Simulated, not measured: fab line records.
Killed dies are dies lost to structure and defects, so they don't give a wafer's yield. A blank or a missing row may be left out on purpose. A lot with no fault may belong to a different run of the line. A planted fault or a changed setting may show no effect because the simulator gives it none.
fab line records	flow gf180mcu
record: lots: 13	wafers: 39	last_day: 34
route steps=602 shown VT_IMPLANT@108 HV_LDD@226 NSD@246
lots that met no fault: from a run of the same line without faults
start_h: start of the lot's first displayed wafer, in hours after the record's first day	wait_h: hours from the lot's prior step to this one	" same as the row above	L1.1+2: a single row standing in for several wafers	- no value present, or no start provided	* or withheld: withheld	< > ~ a bound
route shown NAME@n: names a module that has steps shown in the file, with the first one's number in the route	usual: average and standard deviation across the fault-free wafers	same: alike in all rows	chamber/n: place in a boat	sites: the reading at each site	_std_site: the standard deviation of these	_edge_site: inner sites' mean taken away from outer sites' mean	radius_mm: for every site, how far away it sits from the centre of the wafer	mask NAME#n: copy n	behind: the tool/chamber that last shaped the wafer	hold: cause of the lot's hold/its duration in hours/its outcome	device: names the non-switching transistor (n, p or np)	end of line: tests run on the same wafers once the route is complete	step lacking rows: just its recipe	killed: dies that structure and defects cost at the first sort, which is not the same as the wafer's yield	map: a wafer's dies, x killed, . not, _ none there
set.NAME: the setting that was run; set.NAME@STEP: the one run at that earlier step	model.NAME: the simulator's own value behind a step, which no gauge read
steps of the route over a sample of lots; a table a step, a row a wafer
services: a tool's chamber out of use, with start hour (start_h, from the record's first day; less than 0 if before it), hours out, and reason
== steps ==
step: GF_VT_IMPLANT_OVL_MEAS_18
usual: VT_IMPLANT_01_OVL: 1.7/1.4
lot.wafer	tool	chamber	start_h	wait_h	VT_IMPLANT_01_OVL[nm]
L210.3	overlay-02	-	133.37	0.1	0.4
L210.5	"	-	"	"	0.0
L210.6	"	-	"	"	1.2
L211.4	overlay-01	-	136.38	0.1	0.2
L211.5	"	-	"	"	-1.3
L211.6	"	-	"	"	-0.4
L214.2	overlay-02	-	159.17	0.1	2.1
L214.4	"	-	"	"	2.6
L214.5	"	-	"	"	3.8
L218.2	overlay-01	-	185.42	0.1	2.4
L218.5	"	-	"	"	3.7
L218.6	"	-	"	"	4.2
L219.1	overlay-02	-	188.86	0.1	-0.2
L219.2	"	-	"	"	-0.2
L219.3	"	-	"	"	0.6
L221.1	overlay-02	-	198.55	0.1	2.1
L221.2	"	-	"	"	0.5
L221.5	"	-	"	"	2.0
L223.3	overlay-01	-	211.58	0.1	2.7
L223.5	"	-	"	"	3.0
L223.6	"	-	"	"	4.2
L225.1	overlay-01	-	221.52	0.1	2.1
L225.5	"	-	"	"	2.9
L225.6	"	-	"	"	1.4
L227.3	overlay-02	-	236.57	0.1	0.6
L227.4	"	-	"	"	1.4
L227.6	"	-	"	"	1.7
L228.2	overlay-02	-	241.73	0.1	0.8
L228.4	"	-	"	"	1.2
L228.6	"	-	"	"	2.4
L231.1	overlay-02	-	259.45	0.1	1.8
L231.4	"	-	"	"	1.0
L231.6	"	-	"	"	2.2
L232.3	overlay-01	-	264.68	0.1	-0.7
L232.4	"	-	"	"	0.3
L232.5	"	-	"	"	0.2
L233.2	overlay-02	-	268.47	0.1	1.3
L233.4	"	-	"	"	1.6
L233.5	"	-	"	"	1.3
step: GF_HV_LDD_TW_MEAS_50
usual: HV_LDD_4_TW: 571/4.7
lot.wafer	tool	chamber	start_h	wait_h	HV_LDD_4_TW
L210.3	film_metro-02	-	281.36	0.1	569
L210.5	"	-	"	"	568
L210.6	"	-	"	"	567
L211.4	film_metro-02	-	283.25	0.1	570
L211.5	"	-	"	"	570
L211.6	"	-	"	"	571
L214.2	film_metro-04	-	315.97	0.1	575
L214.4	"	-	"	"	575
L214.5	"	-	"	"	573
L218.2	film_metro-04	-	350.72	0.1	581
L218.5	"	-	"	"	578
L218.6	"	-	"	"	576
L219.1	film_metro-04	-	355.46	0.1	578
L219.2	"	-	"	"	577
L219.3	"	-	"	"	576
L221.1	film_metro-03	-	372.42	0.1	564
L221.2	"	-	"	"	564
L221.5	"	-	"	"	565
L223.3	film_metro-02	-	380.61	0.1	568
L223.5	"	-	"	"	567
L223.6	"	-	"	"	569
L225.1	film_metro-04	-	395.24	0.1	576
L225.5	"	-	"	"	573
L225.6	"	-	"	"	574
L227.3	film_metro-04	-	410.56	0.1	578
L227.4	"	-	"	"	580
L227.6	"	-	"	"	579
L228.2	film_metro-03	-	415.22	0.1	567
L228.4	"	-	"	"	564
L228.6	"	-	"	"	568
L231.1	film_metro-04	-	439.86	0.1	575
L231.4	"	-	"	"	580
L231.6	"	-	"	"	578
L232.3	film_metro-02	-	446.03	0.1	574
L232.4	"	-	"	"	575
L232.5	"	-	"	"	576
L233.2	film_metro-04	-	454.17	0.1	579
L233.4	"	-	"	"	574
L233.5	"	-	"	"	580
step: GF_HV_LDD_ETCHBACK_58
recipe: chemistry: CH3F/O2	target: Si3N4	stop_on: SiO2	source_w: 400	bias_w: 80	pressure_mtorr: 25	ch3f_flow_sccm: 40	O2_flow_sccm: 30	time_s: 100	target_depth_a: 900
usual: bias_w: 80.05/0.25	drypump_motor_current_A: 5.8/0.44	oes_product_au: 0.844/0.0056	throttle_valve_pct: 10.562/0.0093
lot.wafer	tool	chamber	start_h	wait_h	bias_w	drypump_motor_current_A	oes_product_au	rf_hours_counter_h	throttle_valve_pct
L210.3	rie_diel-04	2	285.44	0.0	79.72	6.1	0.837	19	10.570
L210.5	"	1	"	"	79.95	4.9	0.844	-	10.550
L210.6	"	2	"	"	79.90	6.1	0.842	-	10.575
L211.4	rie_diel-02	1	287.58	0.0	79.89	6.3	0.850	8	10.572
L211.5	"	2	"	"	79.84	5.5	0.849	-	10.563
L211.6	"	1	"	"	79.65	6.3	0.857	-	10.569
L214.2	rie_diel-02	0	318.82	0.0	79.87	5.7	0.849	22	10.573
L214.4	"	2	"	"	79.74	5.5	0.848	12	10.566
L214.5	"	3	"	"	79.78	6.2	0.853	-	10.557
L218.2	rie_diel-02	3	353.57	0.0	77.19	6.2	0.834	82	10.559
L218.5	"	1	"	"	77.56	6.3	0.838	-	10.555
L218.6	"	2	"	"	77.59	5.5	0.850	-	10.556
L219.1	rie_diel-02	0	358.32	0.1	77.05	5.7	0.843	23	10.556
L219.2	"	3	"	"	77.73	6.2	0.843	82	10.557
L219.3	"	2	"	"	77.61	5.5	0.841	13	10.556
L221.1	rie_diel-04	0	375.58	0.1	79.96	6.2	0.840	86	10.567
L221.2	"	2	"	"	79.97	6.1	0.840	21	10.561
L221.5	"	1	"	"	80.17	4.9	0.839	-	10.551
L223.3	rie_diel-04	2	383.46	0.0	79.63	6.1	0.838	21	10.534
L223.5	"	3	"	"	80.09	5.8	0.846	-	10.576
L223.6	"	2	"	"	79.97	6.1	0.844	-	10.572
L225.1	rie_diel-01	2	398.11	0.1	80.08	5.5	0.854	7	10.549
L225.5	"	1	"	"	80.28	5.2	0.842	-	10.563
L225.6	"	0	"	"	80.05	5.8	0.851	-	10.564
L227.3	rie_diel-04	0	413.41	0.0	80.01	6.2	0.837	87	10.551
L227.4	"	1	"	"	80.06	4.9	0.838	95	10.568
L227.6	"	2	"	"	80.01	6.1	0.836	-	10.561
L228.2	rie_diel-04	1	418.07	0.0	80.04	4.9	0.851	95	10.554
L228.4	"	2	"	"	80.07	6.1	0.839	22	10.568
L228.6	"	0	"	"	79.87	6.2	0.842	-	10.558
L231.1	rie_diel-04	1	443.44	0.1	79.47	4.9	0.843	95	10.559
L231.4	"	2	"	"	79.98	6.1	0.843	23	10.549
L231.6	"	3	"	"	79.84	5.8	0.844	-	10.559
L232.3	rie_diel-04	2	448.88	0.0	80.24	6.1	0.847	23	10.556
L232.4	"	0	"	"	80.15	6.2	0.841	88	10.566
L232.5	"	1	"	"	80.07	4.9	0.834	-	10.582
L233.2	rie_diel-01	1	457.75	0.0	79.71	5.2	0.847	74	10.558
L233.4	"	0	"	"	79.58	5.8	0.836	65	10.562
L233.5	"	3	"	"	79.65	6.5	0.840	-	10.575
step: GF_NSD_STRIP_11
recipe: chemistry: O2/N2	power_w: 1400	pressure_mtorr: 1500	platen_temp_c: 250	o2_flow_sccm: 3000	n2_flow_sccm: 300	overash_fraction: 0.5
usual: drypump_motor_current_A: 5.8/0.43	heater_power_w: 307/46	o2_flow_sccm: 3000/9.2	oes_product_au: 0.487/0.0046	strip_time_to_endpoint_s: 22.96/0.042
lot.wafer	tool	chamber	start_h	wait_h	drypump_motor_current_A	heater_power_w	o2_flow_sccm	oes_product_au	rf_hours_counter_h	strip_time_to_endpoint_s
L210.3	plasma_asher-02	1	305.14	0.1	5.6	345	2994	0.484	-	22.97
L210.5	"	0	"	"	6.1	358	2995	0.478	-	22.94
L210.6	"	1	"	"	5.6	358	3001	0.485	-	22.92
L211.4	plasma_asher-04	0	307.96	0.1	6.0	313	2993	0.491	-	22.98
L211.5	"	1	"	"	5.4	359	3006	0.490	-	22.96
L211.6	"	0	"	"	6.0	307	3009	0.493	-	22.97
L214.2	plasma_asher-04	1	339.76	0.1	5.4	353	3005	0.485	57	22.95
L214.4	"	0	"	"	6.0	312	2987	0.483	-	22.99
L214.5	"	0	"	"	6.0	308	3001	0.491	-	22.95
L218.2	plasma_asher-02	0	376.12	0.1	6.1	359	3006	0.486	68	23.01
L218.5	"	1	"	"	5.6	341	3012	0.486	-	23.02
L218.6	"	0	"	"	6.1	363	3009	0.483	-	23.02
L219.1	plasma_asher-03	0	380.67	0.1	5.2	269	3007	0.482	27	22.92
L219.2	"	1	"	"	6.4	238	3000	0.487	27	22.94
L219.3	"	1	"	"	6.4	242	3000	0.492	-	22.93
L221.1	plasma_asher-04	1	398.66	0.1	5.4	357	3007	0.490	64	22.93
L221.2	"	0	"	"	6.0	311	3008	0.490	64	22.92
L221.5	"	0	"	"	6.0	307	3022	0.489	-	22.93
L223.3	plasma_asher-03	0	405.79	0.1	5.2	273	3005	0.490	-	22.98
L223.5	"	0	"	"	5.3	282	3001	0.487	-	22.97
L223.6	"	1	"	"	6.4	239	2978	0.491	-	22.97
L225.1	plasma_asher-04	1	421.97	0.1	5.4	353	2998	0.484	66	23.00
L225.5	"	1	"	"	5.4	356	2990	0.491	-	23.02
L225.6	"	0	"	"	6.0	315	3006	0.497	-	22.99
L227.3	plasma_asher-03	0	437.84	0.1	5.3	277	2993	0.486	-	22.99
L227.4	"	1	"	"	6.4	236	2986	0.490	-	22.97
L227.6	"	0	"	"	5.3	279	2989	0.492	-	22.98
L228.2	plasma_asher-03	0	442.07	0.1	5.2	276	3014	0.492	33	22.97
L228.4	"	1	"	"	6.4	238	2990	0.491	-	22.94
L228.6	"	1	"	"	6.4	238	3000	0.489	-	22.94
L231.1	plasma_asher-03	1	468.17	0.1	6.4	243	2997	0.487	35	22.94
L231.4	"	0	"	"	5.2	279	2995	0.490	-	22.97
L231.6	"	1	"	"	6.4	236	2995	0.488	-	22.94
L232.3	plasma_asher-03	0	473.26	0.1	5.2	274	3005	0.486	-	22.97
L232.4	"	1	"	"	6.4	241	3009	0.478	-	22.95
L232.5	"	0	"	"	5.2	273	2992	0.494	-	22.98
L233.2	plasma_asher-04	0	481.96	0.1	6.0	314	3004	0.491	73	22.98
L233.4	"	1	"	"	5.4	349	2999	0.487	-	23.02
L233.5	"	0	"	"	6.0	317	2990	0.481	-	22.96
== services ==
tool	chamber	start_h	hours	kind
rie_diel-04	3	271.64	8.7	repair
rie_diel-04	-	314.65	2.8	pm
plasma_asher-04	-	320.74	14.8	repair
plasma_asher-02	-	340.77	2.8	pm
rie_diel-01	-	356.97	2.8	pm
plasma_asher-03	-	359.28	4.3	pm
rie_diel-02	1	404.69	33.5	repair
plasma_asher-03	-	414.83	1.4	repair
rie_diel-02	2	421.43	7.6	repair
rie_diel-01	-	426.02	1.8	repair
rie_diel-01	-	437.90	0.4	repair
rie_diel-02	0	441.71	5.0	repair
rie_diel-01	-	459.79	0.6	repair
rie_diel-04	1	477.91	-	clean
rie_diel-04	1	477.91	13.5	scheduled_down
rie_diel-04	1	477.91	13.5	vent_cycle
== key ==
first_sign: step: GF_HV_LDD_ETCHBACK_58	reading: bias_w	direction: down	sigmas: 11	usual: 80.05	struck: 77.46
effect none on later readings
met_at GF_HV_LDD_ETCHBACK_58
struck_lots L218,L219
tester_left_out L218,L219
not_acting_at GF_VT_IMPLANT_OVL_MEAS_18,GF_HV_LDD_TW_MEAS_50,GF_NSD_STRIP_11
onset_between 318.82 353.57
fault: kind: process_parameter_drift	tool: rie_diel-02	chamber: -	onset_h: 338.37	steps: GF_HV_LDD_ETCHBACK_58	channel: bias_w	offset: -2.7186	shape: step	end_h: 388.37	acts_in: these_recipes_only	stated: 80
tester_left_out: of these lots the tester's yield and bins aren't shown, on N5 and GAA mostly nor the transistor test; their killed dies are dies lost to structure and defects alone, not to doping, threshold or leakage, so they don't give the yield
